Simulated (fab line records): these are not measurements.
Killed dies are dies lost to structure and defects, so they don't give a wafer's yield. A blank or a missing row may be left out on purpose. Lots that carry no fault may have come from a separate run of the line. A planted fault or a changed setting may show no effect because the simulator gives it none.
Which tool was responsible?	flow gf180mcu	Sampling: 11 lots, 33 wafers, 2 of 602 route steps

## WHAT EACH GAUGE READ, for each wafer
GF_V3_RS_MEAS_24: the measuring method here is four-point-probe.
lot	measured	on	V3_W_RS (ohm/sq)
L429	day 22 10:50	film metro-04	0.335 0.334 0.333
L430	day 23 01:41	film metro-03	0.323 0.322 0.323
L431	day 23 07:20	film metro-04	0.321 0.323 0.322
L433	day 24 01:53	film metro-02	0.331 0.328 0.333
L434	day 24 08:20	film metro-04	0.329 0.328 0.329
L437	day 25 06:24	film metro-02	0.319 0.323 0.321
L438	day 25 16:16	film metro-03	0.328 0.329 0.324
L439	day 26 03:05	film metro-03	0.333 0.326 0.328
L440	day 26 07:32	film metro-04	0.325 0.170 0.169
L445	day 27 22:39	film metro-02	0.170 0.172 0.334
L449	day 29 03:11	film metro-03	0.322 0.317 0.319

## EACH LOT AND THE TOOL THAT RAN IT (in order: tool; ch and the chambers of the sampled wafers; start)
lot	GF_V3_CVD_23
L429	cvd w-02 ch 0,1, day 22 10:44
L430	cvd w-01 ch 0,1, day 23 01:34
L431	cvd w-01 ch 0, day 23 07:11
L433	cvd w-02 ch 0,1, day 24 01:46
L434	cvd w-02 ch 1, day 24 08:13
L437	cvd w-01 ch 0,1, day 25 06:16
L438	cvd w-02 ch 0,1, day 25 16:08
L439	cvd w-02 ch 0,1, day 26 02:58
L440	cvd w-02 ch 0,1, day 26 07:25
L445	cvd w-02 ch 0,1, day 27 22:31
L449	cvd w-01 ch 0,1, day 29 03:04
- GF_V3_CVD_23: deposits W, target thk 350 nm, time 104.9 s.

## THE ANSWER, worked out from the rows above alone
Rule: what is usual is taken from the lots themselves. Put in order of their means at a reading, lots are off if they are a third of the lots or fewer, leave a main group of 4 or more, and stand apart from it by a gap of 3 or more times the standard deviation of the main group's means; of several such gaps the widest counts. If all means in a main group match to the digits the tables above print for the reading, that group is not used. Also off: a lot with no number at a reading for which 4 or more lots have one. Where the step has rows for the other lots, those lots are counted as sound.
Off: L440, L445, at GF_V3_RS_MEAS_24 (V3_W_RS). Main group: mean 0.326 ohm/sq, sd 0.0047.
A tool fits if, at a process step before that reading, it ran every lot that is off, and no sound lot after the first of them. Gauges at GF_V3_RS_MEAS_24: tried the same way as those tools. One fits: cvd w-02 at GF_V3_CVD_23. Its last sound lot is L439 (day 26 02:58), its first lot that is off L440 (day 26 07:25): a fault that began between those two fits.

## WHAT THE SIMULATOR PUT IN
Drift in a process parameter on cvd w-02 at GF_V3_CVD_23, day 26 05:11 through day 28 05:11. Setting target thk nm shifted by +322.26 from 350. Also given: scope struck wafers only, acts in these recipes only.
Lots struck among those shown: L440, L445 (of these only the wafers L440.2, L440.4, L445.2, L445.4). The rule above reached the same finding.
